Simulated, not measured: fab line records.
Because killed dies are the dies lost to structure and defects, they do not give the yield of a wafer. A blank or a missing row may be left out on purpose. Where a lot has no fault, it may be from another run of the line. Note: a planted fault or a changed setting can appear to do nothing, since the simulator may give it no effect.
8D (eight disciplines) problem report, filled in by code | flow gf180mcu | the parts of the form that need people (team, actions taken, sign-off) are left out

== 1. WHAT IS WRONG ==
Mean of cdNm at GF_HV_LDD_CD_MEAS_19: 365.2 nm across 6 wafers in 2 lots; on wafers with no fault it is 400.8 nm (standard deviation 2.7). Relative to the usual mean, that is a shift of -13 standard deviations.
The step: target cd 400 nm.
First seen on wafer L606.1, day 14 06:55, on cdSem-01. The record has a number at this step for 42 wafers belonging to 14 lots. Rule for "out" (also "out of limits"): further than 4 standard deviations from the usual mean. Any other wafer with a number is counted as sound.

== 2. WHAT IT IS, WHAT IT ISN'T ==
question                    | is                     | is not
which readings at this step | cdNm                   | -
which lots                  | L606, L609             | L598, L600, L601, L602, L603, L613, L615, L616, L617, L618, L619, L620
which wafers of those lots  | all that have a number | -
read on which gauges        | cdSem-01, cdSem-02     | -
when                        | from day 14 06:55      | up to then (15 sound wafers); but 21 sound wafers of L613, L615, L616, L617, L618, L619, L620 came after

== 3. SUSPECTS, AND WHAT RULES EACH OUT ==
Counting: a tool at any process step up to the reading remains a suspect when it ran all the lots that are out and ran no sound lot after the first of those.
- the gauge at GF_HV_LDD_CD_MEAS_19 has been ruled out. Those wafers that are out were read across 2 gauges (cdSem-01, cdSem-02).
- lithoTrack-03 at GF_HV_LDD_DEVELOP_18 (develop time 60 s): ruled out as a lasting fault. After its first lot that is out, L606 (day 14 06:46), sound lots L616, L617, L620 ran on it.
Left after counting: nothing in the record.

== 4. THE CAUSE (what the simulator had put in) ==
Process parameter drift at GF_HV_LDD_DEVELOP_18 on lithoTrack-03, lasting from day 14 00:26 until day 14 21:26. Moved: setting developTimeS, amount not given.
Counting ruled it out, wrongly: the rule takes a fault to strike every lot that its tool runs from its start on, and this one did not.

== 5. THE EFFECT CHAIN, in route order ==
Each row: a reading whose mean over the struck wafers that have a number lies more than 3 standard deviations from the usual. Only readings whose record carries a usual standard deviation are examined. hours: median over the lots of the time between each lot's start at the first step of this table that gives one and its start at this step. sigmas: the change, counted in usual standard deviations.
hours | step                 | reading | usual    | on struck wafers | change | sigmas
0     | GF_HV_LDD_CD_MEAS_19 | cdNm    | 400.8 nm | 365.2            | -35.6  | -13
Later steps that measure or inspect, where all struck wafers having a row at the step show a number for every such reading and not one has moved that far: GF_HV_LDD_OVL_MEAS_32.

== 6. WHAT WOULD HAVE CAUGHT IT SOONER ==
In this record the first reading out of limits at a measuring or inspecting step was taken at day 14 06:55, 6 hours after the fault began at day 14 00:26.
